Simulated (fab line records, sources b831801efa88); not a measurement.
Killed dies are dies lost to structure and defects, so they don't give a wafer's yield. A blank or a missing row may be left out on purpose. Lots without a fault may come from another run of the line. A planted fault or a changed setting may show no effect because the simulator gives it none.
A struck lot beside a sound one | flow sfq_line | 20 steps out of a route of 325
Sound: wafers L853.1, L853.2, L853.4. Struck: wafer L860.6. (L860.3 of the same lot was not struck and is left out.) The cause comes at the end.
At each step with rows: each side's tool, then ch and its chambers, then its first start. Under that, the readings that differ: sound wafers | struck wafers | difference of the means | sigmas: that difference in standard deviations of wafers without a fault.
alike: readings whose means differ by less than 2 such deviations, and words and numbers that are the same on both sides. not compared: withheld readings, readings that some wafer has no value for, bounds like >300 that may hide the same value, and numbers for which the record gives no deviation and whose values overlap.
The two part at a step that has a row with sigmas, a row that says differs or no value, or rows on one side only. Numbers that don't overlap but have no deviation are shown without sigmas and don't part them. A reading that every wafer of one side lacks parts them only if that side has two wafers or more.

first, 2 steps without rows for these wafers: SFQ_TRILAYER_L0_VIA_LITHO_PEB_016 (peb time 60 s); SFQ_TRILAYER_L0_VIA_LITHO_DEVELOP_015 (time 60 s).
SFQ_L0V_OVL_MEAS_903:
  sound on overlay-02, day 8 09:26; struck on overlay-01, day 10 15:20
  alike: L0V_OVL
SFQ_TRILAYER_L0_VIA_BARC_OPEN_VIA_ETCH_021: etches BARC in O2, target depth 125 nm, time 41.7 s.
  sound on rie_diel-03 ch 0,1,3, day 8 09:28; struck on rie_diel-04 ch 2, day 10 15:22
  alike: bias_w, drypump_motor_current_A, oes_product_au
  not compared: rf_hours_counter_h
SFQ_TRILAYER_L0_VIA_ETCH_VIA_ETCH_016: etches SiO2 in CHF3, stops on MoNx KI, target depth 80 nm.
  sound on rie_diel-03 ch 0,1,3, day 8 09:30; struck on rie_diel-04 ch 2, day 10 15:24
  alike: bias_w, drypump_motor_current_A, oes_product_au
then, 3 steps without rows for these wafers: SFQ_TRILAYER_L0_VIA_STRIP_STRIP_017 (strips in O2); SFQ_TRILAYER_L0_VIA_STRIP_SOLV_CLEAN_018 (cleans in NMP, time 600 s); SFQ_TRILAYER_M0_DEP_PRE_CLEAN_020 (time 15 s).
SFQ_TRILAYER_M0_DEP_SPUTTER_019: material Nb, target thk 200 nm, time 133.3 s.
  sound on pvd_sputter-05, day 8 10:21; struck on pvd_sputter-03, day 10 16:15
  alike: throttle_valve_pct
SFQ_M0_RS_MEAS_904: measures by four-point-probe.
  sound on film_metro-01, day 8 10:26; struck on film_metro-02, day 10 16:23
  reading           | sound             | struck | difference | sigmas
  M0_NB_RS (ohm/sq) | 0.863 0.869 0.869 | 0.897  | +0.030     | +3
then, 1 step without rows for these wafers: SFQ_TRILAYER_M0_LITHO_COAT_026 (resist thk 62 nm).
SFQ_TRILAYER_M0_LITHO_COAT_021: resist thk 600 nm.
  sound on litho_track-03 ch 0, day 8 10:55; struck on litho_track-01 ch 0, day 10 16:55
  reading                                             | sound           | struck | difference | sigmas
  model.KrF_of_TRILAYER_M0_LITHO_COAT_021.thk_nm (nm) | 599.8 602.3 603 | 546.3  | -55.4      |
then, 4 steps without rows for these wafers: SFQ_TRILAYER_M0_LITHO_SOFTBAKE_025; SFQ_TRILAYER_M0_LITHO_EXPOSE_022 (exposes mask M0, target cd 500 nm); SFQ_TRILAYER_M0_LITHO_PEB_024 (peb time 60 s); SFQ_TRILAYER_M0_LITHO_DEVELOP_023 (time 60 s).
-- the record jumps here: 4 days lie between the struck wafers' starts before and after --
SFQ_M0_OVL_MEAS_906:
  sound on overlay-02, day 12 16:52; struck on overlay-01, day 14 20:04
  alike: M0_OVL
SFQ_TRILAYER_M0_BARC_OPEN_METAL_ETCH_031: etches BARC in O2, target depth 125 nm, time 41.7 s.
  sound on rie_metal-02 ch 0,1, day 12 16:54; struck on rie_metal-01 ch 1, day 14 20:06
  alike: bias_w, drypump_motor_current_A, oes_product_au
  not compared: rf_hours_counter_h
SFQ_TRILAYER_M0_ETCH_METAL_ETCH_024: etches Nb in Cl2/Ar, stops on SiO2, target depth 240 nm, time 120 s.
  sound on rie_metal-02 ch 0,1, day 12 16:58; struck on rie_metal-01 ch 1, day 14 20:11
  reading                                             | sound             | struck | difference | sigmas
  model.KrF_of_TRILAYER_M0_LITHO_COAT_021.thk_nm (nm) | 383.7 389.5 389.6 | 326.2  | -61.4      |
  alike: bias_w, drypump_motor_current_A, oes_product_au
  not compared: rf_hours_counter_h
SFQ_TRILAYER_M0_STRIP_STRIP_025: strips in O2.
  sound on rie_metal-02 ch 0,1, day 12 17:05; struck on rie_metal-01 ch 1, day 14 20:28
  alike: drypump_motor_current_A, oes_product_au
  not compared: rf_hours_counter_h

WHERE THEY PART
Only at SFQ_M0_RS_MEAS_904, within this record. Later steps at which nothing parts them and some readings are alike: SFQ_M0_OVL_MEAS_906, SFQ_TRILAYER_M0_BARC_OPEN_METAL_ETCH_031, SFQ_TRILAYER_M0_ETCH_METAL_ETCH_024, SFQ_TRILAYER_M0_STRIP_STRIP_025.

WHY: what the simulator had put in
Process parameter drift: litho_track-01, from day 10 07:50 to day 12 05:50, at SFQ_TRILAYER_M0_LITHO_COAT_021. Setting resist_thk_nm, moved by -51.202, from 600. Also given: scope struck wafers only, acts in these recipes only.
